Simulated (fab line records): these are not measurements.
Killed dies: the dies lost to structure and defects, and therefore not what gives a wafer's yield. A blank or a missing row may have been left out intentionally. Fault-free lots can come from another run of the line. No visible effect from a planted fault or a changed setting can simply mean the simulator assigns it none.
Matching of chambers / flow sky130 / SKY_CONTACT_CMP_27 on cmp-02: 4 sister chambers
The step polishes, stops on SiO2, t overpolish 15 s, target thk 0 nm. 4 wafers are shown with their chamber, then 7 later ones without.

## EACH WAFER AND ITS CHAMBER
wafer=L916.3; chamber=3; motor_current_A (A)=10.2
wafer=L923.1; chamber=2; motor_current_A (A)=11.6
wafer=L924.1; chamber=1; motor_current_A (A)=11.1
wafer=L924.4; chamber=0; motor_current_A (A)=10.9

## WAFERS WITHOUT THEIR CHAMBER
wafer=L924.6; motor_current_A (A)=12.3
wafer=L926.3; motor_current_A (A)=10.7
wafer=L926.5; motor_current_A (A)=10.7
wafer=L926.6; motor_current_A (A)=12.2
wafer=L925.2; motor_current_A (A)=12.2
wafer=L925.5; motor_current_A (A)=11.1
wafer=L925.6; motor_current_A (A)=10.5

## THE CHAMBER EACH PASSED THROUGH
wafer=L924.6; from the rows above=can't be placed: 2 or 1 or 0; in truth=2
wafer=L926.3; from the rows above=can't be placed: 0 or 1 or 3 or 2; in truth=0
wafer=L926.5; from the rows above=can't be placed: 0 or 1 or 3 or 2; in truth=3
wafer=L926.6; from the rows above=can't be placed: 2 or 1 or 0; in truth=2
wafer=L925.2; from the rows above=can't be placed: 2 or 1 or 0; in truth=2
wafer=L925.5; from the rows above=can't be placed: 1 or 0 or 2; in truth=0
wafer=L925.6; from the rows above=can't be placed: 3 or 0 or 1 or 2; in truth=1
Correct placement for 0 of the 7. These rows do not allow placing 7 (true chamber among the candidates in 7). Placed wrongly: 0.
How it was worked out, from the rows above alone: a wafer's distance from a chamber is the root of the sum, over the readings, of the square of ((its reading less the chamber's mean) divided by the reading's scatter). If the next closest chamber is less than 2 further off than the closest, the wafer can't be placed; otherwise it belongs to the closest. The mean given for a chamber averages the wafers shown for that chamber. The scatter: with one shown wafer a chamber, the root of the mean of the squares of how far each hidden wafer lies from its nearest shown one.
